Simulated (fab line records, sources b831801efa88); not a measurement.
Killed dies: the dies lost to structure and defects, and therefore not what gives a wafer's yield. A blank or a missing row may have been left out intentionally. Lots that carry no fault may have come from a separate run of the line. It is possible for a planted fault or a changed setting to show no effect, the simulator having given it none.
Which of the tools did it? || flow gf180mcu || Sampling: 11 lots, 33 wafers, 3 of 602 route steps

## WHAT THE GAUGES SHOWED, per wafer
GF_M1_RS_MEAS_05: the measuring method here is four-point-probe.
{"lot": "L303", "measured": "day 16 01:20", "on": "film_metro-01", "M1_ALCU_RS (ohm/sq)": "0.0695 0.0695 0.0695"}
{"lot": "L304", "measured": "day 16 11:59", "on": "film_metro-01", "M1_ALCU_RS (ohm/sq)": "0.0695 0.0698 0.0696"}
{"lot": "L306", "measured": "day 16 19:59", "on": "film_metro-03", "M1_ALCU_RS (ohm/sq)": "0.0701 0.0697 0.0703"}
{"lot": "L308", "measured": "day 17 19:31", "on": "film_metro-03", "M1_ALCU_RS (ohm/sq)": "0.0693 0.0694 0.0695"}
{"lot": "L309", "measured": "day 18 06:02", "on": "film_metro-01", "M1_ALCU_RS (ohm/sq)": "0.0690 0.0686 0.0697"}
{"lot": "L312", "measured": "day 19 10:59", "on": "film_metro-01", "M1_ALCU_RS (ohm/sq)": "0.0686 0.0693 0.0692"}
{"lot": "L314", "measured": "day 20 13:43", "on": "film_metro-02", "M1_ALCU_RS (ohm/sq)": "0.0698 0.0696 0.0695"}
{"lot": "L318", "measured": "day 21 20:18", "on": "film_metro-01", "M1_ALCU_RS (ohm/sq)": "0.0699 0.0702 0.0700"}
{"lot": "L321", "measured": "day 22 18:25", "on": "film_metro-01", "M1_ALCU_RS (ohm/sq)": "0.0703 0.0752 0.0695"}
{"lot": "L325", "measured": "day 23 21:02", "on": "film_metro-01", "M1_ALCU_RS (ohm/sq)": "0.0709 0.0706 0.0709"}
{"lot": "L326", "measured": "day 24 05:31", "on": "film_metro-02", "M1_ALCU_RS (ohm/sq)": "0.0710 0.0711 0.0715"}

## EACH LOT AND THE TOOL THAT RAN IT (in order: tool; ch and the chambers of the sampled wafers; start)
{"lot": "L303", "GF_M1_SPUTTER_01": "pvd_sputter-01, day 16 01:09", "GF_M1_SPUTTER_02": "pvd_sputter-01, day 16 01:11"}
{"lot": "L304", "GF_M1_SPUTTER_01": "pvd_sputter-03, day 16 11:50", "GF_M1_SPUTTER_02": "pvd_sputter-03, day 16 11:52"}
{"lot": "L306", "GF_M1_SPUTTER_01": "pvd_sputter-02, day 16 19:51", "GF_M1_SPUTTER_02": "pvd_sputter-02, day 16 19:53"}
{"lot": "L308", "GF_M1_SPUTTER_01": "pvd_sputter-02, day 17 19:23", "GF_M1_SPUTTER_02": "pvd_sputter-02, day 17 19:25"}
{"lot": "L309", "GF_M1_SPUTTER_01": "pvd_sputter-01, day 18 05:55", "GF_M1_SPUTTER_02": "pvd_sputter-01, day 18 05:57"}
{"lot": "L312", "GF_M1_SPUTTER_01": "pvd_sputter-03, day 19 10:50", "GF_M1_SPUTTER_02": "pvd_sputter-03, day 19 10:52"}
{"lot": "L314", "GF_M1_SPUTTER_01": "pvd_sputter-01, day 20 13:35", "GF_M1_SPUTTER_02": "pvd_sputter-01, day 20 13:37"}
{"lot": "L318", "GF_M1_SPUTTER_01": "pvd_sputter-02, day 21 20:10", "GF_M1_SPUTTER_02": "pvd_sputter-02, day 21 20:11"}
{"lot": "L321", "GF_M1_SPUTTER_01": "pvd_sputter-01, day 22 18:17", "GF_M1_SPUTTER_02": "pvd_sputter-01, day 22 18:19"}
{"lot": "L325", "GF_M1_SPUTTER_01": "pvd_sputter-02, day 23 20:55", "GF_M1_SPUTTER_02": "pvd_sputter-02, day 23 20:57"}
{"lot": "L326", "GF_M1_SPUTTER_01": "pvd_sputter-03, day 24 05:20", "GF_M1_SPUTTER_02": "pvd_sputter-03, day 24 05:22"}
- GF_M1_SPUTTER_01: material TiN, target thk 30 nm, time 25 s.
- GF_M1_SPUTTER_02: material AlCu, target thk 450 nm, time 23.9 s.

## THE ANSWER, worked out from the rows above alone
Rule: usual is defined by the lots themselves. Put in order of their means at a reading, lots are off if they are a third of the lots or fewer, leave a main group of 4 or more, and stand apart from it by a gap of 3 or more times the standard deviation of the main group's means; of several such gaps the widest counts. A main group whose means are all the same, to the digits that the tables above print for the reading, isn't used. Also off: a lot with no number at a reading for which 4 or more lots have one. All remaining lots with rows at the step are treated as sound.
Across all readings shown, no lot is off: no conclusion can be drawn from this.

## WHAT THE SIMULATOR HAD PUT IN
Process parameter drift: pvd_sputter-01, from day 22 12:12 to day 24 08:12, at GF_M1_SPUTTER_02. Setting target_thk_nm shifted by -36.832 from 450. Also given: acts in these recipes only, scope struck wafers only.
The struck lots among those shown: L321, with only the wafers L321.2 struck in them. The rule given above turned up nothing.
